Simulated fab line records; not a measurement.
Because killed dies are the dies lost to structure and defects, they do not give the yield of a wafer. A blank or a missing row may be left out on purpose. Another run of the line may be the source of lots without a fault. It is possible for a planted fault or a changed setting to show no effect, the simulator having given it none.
fab line records	flow sfqLine
record lots=7	wafers=20	lastDay=91
route steps=325 shown I4@170 JJ@178 M5@198 A5B@209 R5@225
lots with no fault: from the same line, run without faults
startH: start of the lot's first displayed wafer, in hours after the record's first day	waitH: hours since the lot's step before	" repeats the value in the row above	L1.1+2: a row that stands for several wafers	- no value present, or no start provided	* or withheld: withheld	< > ~ a bound
route shown NAME@n: a module of which the file shows steps, and the number in the route of the first	usual: the fault-free wafers' mean and standard deviation	same: alike in all rows	chamber/n: place in a boat	sites: per-site readings	_std_site: their standard deviation	_edge_site: mean of outer sites minus mean of inner sites	radiusMm: how far each site lies from the wafer's centre	mask NAME#n: copy n	behind: the most recent tool/chamber to have shaped the wafer	hold: why the lot went on hold/how many hours it stayed there/how the hold came to an end	device: names the non-switching transistor (n, p or np)	end of line: tests run on the same wafers once the route is complete	a step with no rows: only its recipe	killed: at the first sort, the dies lost to defects and structure; wafer yield is something else	map: a wafer's dies, marking killed ones x, the rest . and places with no die _
set.NAME: the setting the step ran with; set.NAME@STEP: the setting that earlier step ran with	model.NAME: the simulator's own value behind a step, which no gauge read
certain route steps with their lots: each step a table, each wafer a row
services: from which hour (startH, from the record's first day; less than 0 if before it) a tool's chamber was out of use, for how many hours, and why
## steps
# step SFQ_TRILAYER_I4_VIA_LITHO_EXPOSE_104
# recipe maskId=I4	na=0.6	sourceShape=conventional	sigmaOuter=0.65	targetCdNm=700	doseMj=21.3
# step SFQ_TRILAYER_I4_VIA_LITHO_PEB_106
# recipe pebTempC=115	pebTimeS=60	resist=KrF
# step SFQ_TRILAYER_I4_VIA_LITHO_DEVELOP_105
# recipe timeS=60	resist=KrF
# step SFQ_I4_OVL_MEAS_928
# usual I4_OVL=-1/5.6
lot.wafer	tool	chamber	startH	waitH	I4_OVL[nm]
L811.2	overlay-01	-	1195.48	0.1	2
L811.3	"	-	"	"	0
L811.6	"	-	"	"	1
L817.1	overlay-01	-	1227.87	0.1	0
L817.4	"	-	"	"	-3
L818.1	overlay-01	-	1236.27	0.1	-2
L818.4	"	-	"	"	-3
L818.5	"	-	"	"	-6
L822.1	overlay-01	-	1266.40	0.1	4
L822.2	"	-	"	"	3
L822.6	"	-	"	"	-2
L826.2	overlay-02	-	1404.73	0.1	10
L826.3	"	-	"	"	8
L826.6	"	-	"	"	4
L829.2	overlay-02	-	1466.73	0.1	4
L829.4	"	-	"	"	-3
L829.6	"	-	"	"	-5
L830.1	overlay-02	-	1481.13	0.1	-7
L830.3	"	-	"	"	-7
L830.5	"	-	"	"	-3
# step SFQ_TRILAYER_I4_VIA_BARC_OPEN_VIA_ETCH_146
# recipe maskMaterial=PR	chemistry=O2	targetDepthNm=125	target=BARC	sourceW=500	biasW=80	pressureMtorr=30	timeS=41.7
# usual drypumpMotorCurrentA=5.8/0.41	oesProductAu=0.685/0.005
lot.wafer	tool	chamber	startH	waitH	drypumpMotorCurrentA	oesProductAu	rfHoursCounterH
L811.2	rieDiel-02	1	1195.51	0.0	5.6	0.686	4
L811.3	"	2	"	"	6.1	0.693	5
L811.6	"	1	"	"	5.6	0.682	-
L817.1	rieDiel-01	0	1227.91	0.0	5.6	0.684	13
L817.4	"	1	"	"	5.3	0.693	12
L818.1	rieDiel-01	2	1236.31	0.0	5.9	0.689	9
L818.4	"	3	"	"	6.7	0.685	11
L818.5	"	0	"	"	5.6	0.691	-
L822.1	rieDiel-03	3	1266.43	0.0	5.6	0.690	10
L822.2	"	2	"	"	5.9	0.678	18
L822.6	"	3	"	"	5.6	0.697	-
L826.2	rieDiel-03	1	1404.76	0.0	6.5	0.690	15
L826.3	"	3	"	"	5.6	0.689	11
L826.6	"	1	"	"	6.5	0.693	-
L829.2	rieDiel-02	0	1466.76	0.0	5.6	0.687	1
L829.4	"	3	"	"	5.6	0.682	-
L829.6	"	1	"	"	5.6	0.686	-
L830.1	rieDiel-03	3	1481.16	0.0	5.6	0.687	12
L830.3	"	2	"	"	5.9	0.689	0
L830.5	"	1	"	"	6.5	0.691	-
# step SFQ_TRILAYER_I4_VIA_ETCH_VIA_ETCH_106
# recipe target=SiO2	stopOn=Nb	maskMaterial=PR	taperDeg=20	chemistry=CHF3	targetDepthNm=260	sourceW=500	biasW=80	pressureMtorr=30	timeS=withheld
# step SFQ_TRILAYER_I4_VIA_STRIP_STRIP_107
# recipe gas=O2	powerW=200	platenTempC=40	overashFraction=0.65	chemistry=O2	pressureMtorr=50
# usual drypumpMotorCurrentA=5.73/0.23	oesProductAu=0.999/0.0082
lot.wafer	tool	chamber	startH	waitH	drypumpMotorCurrentA	oesProductAu	rfHoursCounterH
L811.2	rieMetal-01	0	1195.66	-	5.51	0.998	31
L811.3	"	1	"	"	5.43	1.001	-
L811.6	"	0	"	"	5.50	0.992	-
L817.1	rieMetal-03	0	1228.06	-	5.92	0.998	17
L817.4	"	0	"	"	5.94	1.001	-
L818.1	rieMetal-01	1	1236.46	-	5.43	1.004	14
L818.4	"	0	"	"	5.51	1.010	-
L818.5	"	0	"	"	5.49	1.009	-
L822.1	rieMetal-03	0	1266.58	-	5.88	1.003	22
L822.2	"	1	"	"	5.73	1.001	127
L822.6	"	1	"	"	5.74	1.003	-
L826.2	rieMetal-04	0	1404.91	-	5.75	1.005	33
L826.3	"	1	"	"	6.15	1.006	-
L826.6	"	1	"	"	6.14	1.007	-
L829.2	rieMetal-03	1	1466.92	-	5.71	0.997	15
L829.4	"	0	"	"	5.91	0.992	-
L829.6	"	0	"	"	5.94	0.993	-
L830.1	rieMetal-03	1	1481.32	-	5.76	0.983	17
L830.3	"	0	"	"	5.85	0.989	-
L830.5	"	0	"	"	5.89	1.003	-
# step SFQ_TRILAYER_I4_VIA_STRIP_SOLV_CLEAN_108
# recipe chemistry=NMP	tempC=70	timeS=600
# step SFQ_TRILAYER_JJ_TRILAYER_DEP_PRE_CLEAN_113
# recipe gas=Ar	timeS=22.5	biasV=250
# step SFQ_TRILAYER_JJ_TRILAYER_DEP_SPUTTER_109
# recipe material=Nb	basePressurePa=1.33e-06	chamberPressurePa=0.1333	substrateTempC=20	targetThkNm=150	powerW=2000	timeS=100
# step SFQ_TRILAYER_JJ_TRILAYER_DEP_SPUTTER_110
# recipe material=Al	basePressurePa=1.33e-06	targetThkNm=8	powerW=500	timeS=10	chamberPressurePa=0.4
# step SFQ_TRILAYER_JJ_TRILAYER_DEP_AL_OXIDATION_111
# recipe pressureMbar=0.014667	oxidationTimeS=600	temperatureK=293
# step SFQ_TRILAYER_JJ_TRILAYER_DEP_SPUTTER_112
# recipe material=Nb	basePressurePa=1.33e-06	chamberPressurePa=0.1333	substrateTempC=20	targetThkNm=170	powerW=2000	timeS=113.3
# usual cathodeDcPowerW=2000.0/0.42	throttleValvePct=30.4/0.98
lot.wafer	tool	chamber	startH	waitH	cathodeDcPowerW	throttleValvePct	model.Nb_of_TRILAYER_JJ_TRILAYER_DEP_SPUTTER_112.thkNm
L811.2	pvdSputter-05	-	1197.56	0.5	1999.7	28.0	171.8
L811.3	"	-	"	"	1999.7	31.0	171.8
L811.6	"	-	"	"	2000.3	28.2	172.2
L817.1	pvdSputter-04	-	1229.96	0.5	2001.0	31.2	186.9
L817.4	"	-	"	"	2000.1	29.0	189.4
L818.1	pvdSputter-04	-	1238.36	0.5	1999.8	31.2	188.6
L818.4	"	-	"	"	2000.4	31.2	187.4
L818.5	"	-	"	"	1999.8	31.0	168.5
L822.1	pvdSputter-04	-	1268.48	0.5	2000.7	30.9	188.5
L822.2	"	-	"	"	1999.2	31.4	170.8
L822.6	"	-	"	"	2000.8	30.8	167.7
L826.2	pvdSputter-05	-	1406.81	0.5	1999.3	30.1	168.8
L826.3	"	-	"	"	1999.6	31.0	170.1
L826.6	"	-	"	"	2000.4	30.0	168.8
L829.2	pvdSputter-05	-	1468.83	0.5	1999.8	29.9	165.5
L829.4	"	-	"	"	1999.5	28.1	167.3
L829.6	"	-	"	"	2000.6	30.3	167
L830.1	pvdSputter-04	-	1483.22	0.5	2000.4	31.0	170.7
L830.3	"	-	"	"	1999.7	30.8	167.2
L830.5	"	-	"	"	2000.4	30.8	171.2
# step SFQ_JJ_RS_MEAS_929
# recipe thkMeasGauge=four-point-probe	reads=Nb_of_TRILAYER_JJ_TRILAYER_DEP_SPUTTER_112
# usual JJ_NB_RS=1.050/0.013
lot.wafer	tool	chamber	startH	waitH	JJ_NB_RS[ohm/sq]
L811.2	filmMetro-01	-	1197.66	0.1	1.035
L811.3	"	-	"	"	1.038
L811.6	"	-	"	"	1.033
L817.1	filmMetro-03	-	1230.04	0.0	0.954
L817.4	"	-	"	"	0.940
L818.1	filmMetro-01	-	1238.44	0.0	0.944
L818.4	"	-	"	"	0.949
L818.5	"	-	"	"	1.057
L822.1	filmMetro-04	-	1268.56	0.0	0.944
L822.2	"	-	"	"	1.046
L822.6	"	-	"	"	1.064
L826.2	filmMetro-04	-	1406.91	0.1	1.056
L826.3	"	-	"	"	1.046
L826.6	"	-	"	"	1.053
L829.2	filmMetro-01	-	1468.93	0.1	1.078
L829.4	"	-	"	"	1.065
L829.6	"	-	"	"	1.067
L830.1	filmMetro-01	-	1483.29	0.0	1.046
L830.3	"	-	"	"	1.065
L830.5	"	-	"	"	1.041
# step SFQ_TRILAYER_JJ_CE_LITHO_COAT_119
# recipe resist=BARC	spinRpm=3000	resistThkNm=62
# step SFQ_TRILAYER_JJ_CE_LITHO_COAT_114
# recipe resist=KrF	spinRpm=3000	resistThkNm=600
# step SFQ_TRILAYER_JJ_CE_LITHO_SOFTBAKE_118
# recipe tempC=withheld	timeS=withheld	resist=KrF
# step SFQ_TRILAYER_JJ_CE_LITHO_EXPOSE_115
# recipe maskId=J5	na=0.6	sourceShape=conventional	sigmaOuter=0.65	targetCdNm=700	doseMj=14.4
# step SFQ_TRILAYER_JJ_CE_LITHO_PEB_117
# recipe pebTempC=115	pebTimeS=60	resist=KrF
# step SFQ_TRILAYER_JJ_CE_LITHO_DEVELOP_116
# recipe timeS=60	resist=KrF
# step SFQ_JJ_OVL_MEAS_931
# usual J5_OVL=1/5.6
lot.wafer	tool	chamber	startH	waitH	J5_OVL[nm]
L811.2	overlay-01	-	1320.04	0.1	7
L811.3	"	-	"	"	-3
L811.6	"	-	"	"	-5
L817.1	overlay-01	-	1327.24	0.1	12
L817.4	"	-	"	"	13
L818.1	overlay-01	-	1328.44	0.1	-7
L818.4	"	-	"	"	-12
L818.5	"	-	"	"	-9
L822.1	overlay-01	-	1333.24	0.1	-1
L822.2	"	-	"	"	1
L822.6	"	-	"	"	-3
L826.2	overlay-01	-	1409.33	0.1	-2
L826.3	"	-	"	"	0
L826.6	"	-	"	"	-4
L829.2	overlay-01	-	1471.54	0.1	-6
L829.4	"	-	"	"	0
L829.6	"	-	"	"	-1
L830.1	overlay-02	-	1490.71	4.2	3
L830.3	"	-	"	"	2
L830.5	"	-	"	"	6
# step SFQ_TRILAYER_JJ_CE_METRO_MEASURE_117
# usual cdNm=699.7/1.4
lot.wafer	tool	chamber	startH	waitH	cdNm
L811.2	cdSem-02	-	1320.27	0.2	701.1
L811.3	"	-	"	"	700.4
L811.6	"	-	"	"	701.7
L817.1	cdSem-02	-	1327.27	0.0	701.2
L817.4	"	-	"	"	701.3
L818.1	cdSem-01	-	1328.47	0.0	699.8
L818.4	"	-	"	"	700.6
L818.5	"	-	"	"	700.6
L822.1	cdSem-01	-	1333.27	0.0	699.3
L822.2	"	-	"	"	699.0
L822.6	"	-	"	"	698.6
L826.2	cdSem-01	-	1409.56	0.2	699.4
L826.3	"	-	"	"	699.7
L826.6	"	-	"	"	698.5
L829.2	cdSem-02	-	1471.77	0.2	697.0
L829.4	"	-	"	"	695.7
L829.6	"	-	"	"	696.4
L830.1	cdSem-01	-	1490.74	0.0	699.1
L830.3	"	-	"	"	697.4
L830.5	"	-	"	"	698.6
# step SFQ_TRILAYER_JJ_CE_BARC_OPEN_RIE_150
# recipe maskMaterial=PR	chemistry=O2	targetDepthNm=240	target=BARC	icpW=600	biasW=80	pressureMtorr=10	timeS=80
# step SFQ_TRILAYER_JJ_CE_ETCH_RIE_118
# recipe target=Nb	stopOn=Al2O3	maskMaterial=PR	taperDeg=13.257	overEtchFrac=0.15	timeS=97.7	chemistry=SF6	targetDepthNm=170	icpW=600	biasW=80	pressureMtorr=10
# step SFQ_TRILAYER_JJ_ANODIZE_ANODIZE_119
# recipe currentDensityMaCm2=withheld	endCurrentDensityMaCm2=withheld	bathTempC=withheld
# step SFQ_TRILAYER_JJ_CE_STRIP_STRIP_120
# recipe gas=O2	powerW=200	platenTempC=40	overashFraction=0.65	chemistry=O2	pressureMtorr=50
# usual drypumpMotorCurrentA=5.8/0.35	oesProductAu=1.001/0.0098
lot.wafer	tool	chamber	startH	waitH	drypumpMotorCurrentA	oesProductAu	rfHoursCounterH
L811.2	rieMetal-02	0	1321.97	0.0	5.5	0.991	102
L811.3	"	1	"	"	6.3	1.007	-
L811.6	"	0	"	"	5.4	1.002	-
L817.1	rieMetal-02	0	1329.17	0.0	5.5	1.003	104
L817.4	"	0	"	"	5.5	1.005	-
L818.1	rieMetal-04	1	1330.37	0.0	6.1	1.018	133
L818.4	"	0	"	"	5.8	0.989	-
L818.5	"	1	"	"	6.1	1.005	-
L822.1	rieMetal-01	1	1335.17	0.0	5.4	0.997	31
L822.2	"	0	"	"	5.5	0.998	53
L822.6	"	0	"	"	5.5	1.007	-
L826.2	rieMetal-01	0	1411.26	0.0	5.5	0.982	62
L826.3	"	0	"	"	5.5	1.002	-
L826.6	"	1	"	"	5.4	1.005	-
L829.2	rieMetal-02	0	1473.54	0.0	5.5	0.999	122
L829.4	"	0	"	"	5.5	1.008	-
L829.6	"	0	"	"	5.5	0.997	-
L830.1	rieMetal-04	0	1492.69	0.0	5.8	0.995	43
L830.3	"	0	"	"	5.8	0.993	-
L830.5	"	0	"	"	5.8	0.992	-
# step SFQ_TRILAYER_JJ_CE_STRIP_SOLV_CLEAN_121
# recipe chemistry=NMP	tempC=70	timeS=600
# step SFQ_TRILAYER_M5_LITHO_COAT_128
# recipe resist=BARC	spinRpm=3000	resistThkNm=62
# step SFQ_TRILAYER_M5_LITHO_COAT_123
# recipe resist=KrF	spinRpm=3000	resistThkNm=600
# step SFQ_TRILAYER_M5_LITHO_SOFTBAKE_127
# recipe tempC=withheld	timeS=withheld	resist=KrF
# step SFQ_TRILAYER_M5_LITHO_EXPOSE_124
# recipe maskId=M5	na=0.6	sourceShape=conventional	sigmaOuter=0.65	targetCdNm=700	doseMj=14.4
# step SFQ_TRILAYER_M5_LITHO_PEB_126
# recipe pebTempC=115	pebTimeS=60	resist=KrF
# step SFQ_TRILAYER_M5_LITHO_DEVELOP_125
# recipe timeS=60	resist=KrF
# step SFQ_M5_OVL_MEAS_932
# usual M5_OVL=0/5.3
lot.wafer	tool	chamber	startH	waitH	M5_OVL[nm]
L811.2	overlay-02	-	1432.46	0.1	-1
L811.3	"	-	"	"	-4
L811.6	"	-	"	"	-9
L817.1	overlay-02	-	1451.13	0.1	13
L817.4	"	-	"	"	6
L818.1	overlay-01	-	1454.73	0.1	0
L818.4	"	-	"	"	2
L818.5	"	-	"	"	-1
L822.1	overlay-02	-	1464.33	0.1	7
L822.2	"	-	"	"	10
L822.6	"	-	"	"	1
L826.2	overlay-01	-	1540.92	0.1	1
L826.3	"	-	"	"	0
L826.6	"	-	"	"	-1
L829.2	overlay-02	-	1591.32	0.1	-5
L829.4	"	-	"	"	5
L829.6	"	-	"	"	5
L830.1	overlay-02	-	1605.84	0.1	4
L830.3	"	-	"	"	-1
L830.5	"	-	"	"	2
# step SFQ_TRILAYER_M5_BARC_OPEN_METAL_ETCH_161
# recipe maskMaterial=PR	chemistry=O2	targetDepthNm=125	target=BARC	icpW=600	biasW=80	pressureMtorr=10	timeS=41.7
# step SFQ_TRILAYER_M5_ETCH_METAL_ETCH_126
# recipe target=Nb	stopOn=SiO2	maskMaterial=PR	overEtchFrac=0.15	timeS=203.2	chemistry=Cl2/BCl3	targetDepthNm=265	icpW=600	biasW=80	pressureMtorr=10
# step SFQ_TRILAYER_M5_STRIP_STRIP_127
# recipe gas=O2	powerW=200	platenTempC=40	overashFraction=0.65	chemistry=O2	pressureMtorr=50
# step SFQ_TRILAYER_M5_STRIP_SOLV_CLEAN_128
# recipe chemistry=NMP	tempC=70	timeS=600
# step SFQ_TRILAYER_A5B_DEP_PECVD_129
# recipe material=SiO2	tempC=150	timeS=133.33	pressureTorr=2.4	rfW=183.3	precursor=SiH4/N2O	targetThkNm=600
# usual heaterPowerOuterW=30/8.5	heaterPowerW=83/17	throttleValvePct=24.9/1.8
lot.wafer	tool	chamber	startH	waitH	heaterPowerOuterW	heaterPowerW	throttleValvePct
L811.2	pecvd-01	2	1433.51	0.0	36	88	22.9
L811.3	"	0	"	"	21	75	23.0
L811.6	"	0	"	"	24	79	22.7
L817.1	pecvd-01	1	1452.19	0.0	45	115	22.3
L817.4	"	1	"	"	48	116	22.3
L818.1	pecvd-03	2	1455.81	0.0	38	98	26.9
L818.4	"	0	"	"	19	68	27.8
L818.5	"	1	"	"	24	74	24.6
L822.1	pecvd-04	2	1465.39	0.0	29	77	25.0
L822.2	"	1	"	"	23	64	26.5
L822.6	"	2	"	"	31	85	24.9
L826.2	pecvd-03	0	1541.98	0.0	29	81	27.8
L826.3	"	2	"	"	34	94	26.8
L826.6	"	1	"	"	17	63	24.5
L829.2	pecvd-01	2	1592.38	0.0	32	86	23.7
L829.4	"	2	"	"	34	87	23.8
L829.6	"	1	"	"	38	106	22.2
L830.1	pecvd-01	2	1606.91	0.0	34	86	24.1
L830.3	"	0	"	"	27	84	23.2
L830.5	"	2	"	"	35	88	24.0
# step SFQ_TRILAYER_A5B_CMP_CMP_130
# recipe stopOn=Nb	downForcePsi=3	platenRpm=60	targetThkNm=340.7
# step SFQ_TRILAYER_A5B_METRO_MEASURE_131
# step SFQ_TRILAYER_R5_ETCH_METAL_ETCH_139
# recipe stopOn=SiO2	maskMaterial=PR	chemistry=Cl2	targetDepthNm=60	icpW=600	biasW=80	pressureMtorr=10	timeS=40
# usual drypumpMotorCurrentA=5.89/0.27	oesProductAu=0.990/0.0058
lot.wafer	tool	chamber	startH	waitH	drypumpMotorCurrentA	oesProductAu	rfHoursCounterH	model.Nb_of_TRILAYER_JJ_TRILAYER_DEP_SPUTTER_112.thkNm
L811.2	rieMetal-02	0	1441.07	0.0	5.46	0.983	118	161.8
L811.3	"	1	"	"	6.30	1.000	-	161.6
L811.6	"	0	"	"	5.47	0.987	-	162.2
L817.1	rieMetal-04	0	1580.61	0.0	5.77	0.990	55	176.9
L817.4	"	1	"	"	6.24	0.988	-	179.3
L818.1	rieMetal-03	1	1581.81	0.0	5.73	0.983	31	178.8
L818.4	"	1	"	"	5.73	0.983	-	177.6
L818.5	"	1	"	"	5.75	0.984	-	158.8
L822.1	rieMetal-03	0	1589.01	0.0	5.90	0.992	67	178.4
L822.2	"	1	"	"	5.72	0.990	32	160.9
L822.6	"	0	"	"	5.92	0.984	-	157.7
L826.2	rieMetal-03	0	1661.26	0.0	5.86	0.994	76	158.8
L826.3	"	1	"	"	5.75	0.992	-	160.2
L826.6	"	1	"	"	5.76	0.988	-	158.7
L829.2	rieMetal-03	1	1715.13	0.0	5.75	0.995	43	155.5
L829.4	"	0	"	"	5.87	0.978	-	157.4
L829.6	"	0	"	"	5.85	0.989	-	157
L830.1	rieMetal-03	1	1728.33	0.0	5.73	0.982	46	160.8
L830.3	"	1	"	"	5.73	0.995	-	157.3
L830.5	"	0	"	"	5.88	0.989	-	161.1
## services
tool	chamber	startH	hours	kind
rieMetal-04	-	1183.46	2.8	pm
cdSem-01	-	1190.27	2.0	pm
rieMetal-02	1	1216.63	4.5	repair
cdSem-01	-	1228.51	0.5	pm
rieMetal-04	-	1271.19	2.3	repair
rieMetal-02	0	1274.11	13.3	repair
rieMetal-04	-	1306.57	0.8	repair
cdSem-01	-	1327.27	0.5	pm
rieMetal-03	-	1332.52	0.1	repair
cdSem-01	-	1342.55	0.3	pm
rieMetal-01	-	1368.10	0.5	repair
cdSem-01	-	1374.27	0.3	pm
cdSem-01	-	1412.51	0.7	pm
cdSem-01	-	1511.19	1.3	pm
cdSem-01	-	1582.27	0.4	pm
rieMetal-01	-	1601.27	2.8	pm
cdSem-01	-	1605.16	2.5	repair
cdSem-01	-	1609.09	0.5	pm
cdSem-01	-	1612.55	0.9	pm
rieMetal-03	-	1633.16	1.1	repair
rieMetal-03	-	1668.01	2.4	repair
rieMetal-03	-	1672.82	28.1	pm
cdSem-01	-	1695.19	1.9	pm
rieMetal-03	-	1716.63	1.1	repair
## key
firstSign step=SFQ_JJ_RS_MEAS_929	reading=JJ_NB_RS	direction=down	sigmas=7.9	usual=1.050	struck=0.946
effect none on later readings
modelEffect step=SFQ_TRILAYER_JJ_TRILAYER_DEP_SPUTTER_112	value=Nb_of_TRILAYER_JJ_TRILAYER_DEP_SPUTTER_112.thkNm	without=168.8	struck=188.1
modelEffect step=SFQ_TRILAYER_R5_ETCH_METAL_ETCH_139	value=Nb_of_TRILAYER_JJ_TRILAYER_DEP_SPUTTER_112.thkNm	without=158.9	struck=178.2
metAt SFQ_TRILAYER_JJ_TRILAYER_DEP_SPUTTER_112
struckWafers L817.1,L817.4,L818.1,L818.4,L822.1
fault kind=processParameterDrift	tool=pvdSputter-04	chamber=-	onsetH=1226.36	steps=SFQ_TRILAYER_JJ_TRILAYER_DEP_SPUTTER_112	channel=timeS	offset=*	shape=step	endH=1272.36	scope=struckWafersOnly	actsIn=*	stated=*
